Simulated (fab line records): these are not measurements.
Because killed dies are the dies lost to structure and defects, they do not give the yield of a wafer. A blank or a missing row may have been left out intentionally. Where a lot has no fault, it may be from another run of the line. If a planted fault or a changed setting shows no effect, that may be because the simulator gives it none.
Which of the tools did it? + flow gf180mcu + 7 lots with 21 wafers sampled at 2 steps, on a route of 602 steps

== WHAT EACH GAUGE READ, for each wafer ==
GF_LVPWELL_OVL_MEAS_07.
| lot  | measured    | on         | LVPWELL_OVL (nm) |
|------|-------------|------------|------------------|
| L561 | day 4 07:41 | overlay-02 | -1.9 -0.5 -0.7   |
| L563 | day 4 18:33 | overlay-02 | -2.7 0.0 0.6     |
| L570 | day 6 10:19 | overlay-01 | 4.2 2.7 2.2      |
| L572 | day 6 23:40 | overlay-02 | 0.7 1.3 2.6      |
| L574 | day 7 10:38 | overlay-02 | 2.4 1.0 2.3      |
| L580 | day 8 17:06 | overlay-01 | -4.0 -2.9 -3.7   |
| L582 | day 9 07:53 | overlay-02 | 0.1 -0.4 -0.4    |

== WHICH TOOL RAN EACH LOT (tool, then ch and the chambers of the sampled wafers, then the start) ==
| lot  | GF_STI_WET_ETCH_17            |
|------|-------------------------------|
| L561 | wetBench-04 ch 2, day 2 11:11 |
| L563 | wetBench-03 ch 0, day 2 22:07 |
| L570 | wetBench-03 ch 0, day 4 10:26 |
| L572 | wetBench-03 ch 3, day 4 22:05 |
| L574 | wetBench-04 ch 2, day 5 07:05 |
| L580 | wetBench-04 ch 0, day 6 13:49 |
| L582 | wetBench-01 ch 3, day 7 01:29 |
- GF_STI_WET_ETCH_17: etches Si3N4 in H3PO4, target depth 45 nm, time 514 s.

== THE ANSWER, worked out from the rows above alone ==
Rule: the lots themselves supply what counts as usual. Put in order of their means at a reading, lots are off if they are a third of the lots or fewer, leave a main group of 4 or more, and stand apart from it by a gap of 3 or more times the standard deviation of the main group's means; of several such gaps the widest counts. If all means in a main group match to the digits the tables above print for the reading, that group is not used. A lot without any number at a reading at which 4 lots or more have one is off too. Where the step has rows for the other lots, those lots are counted as sound.
No lot is off on any of the readings shown, so nothing can be concluded from this.

== WHAT WAS PUT IN BY THE SIMULATOR ==
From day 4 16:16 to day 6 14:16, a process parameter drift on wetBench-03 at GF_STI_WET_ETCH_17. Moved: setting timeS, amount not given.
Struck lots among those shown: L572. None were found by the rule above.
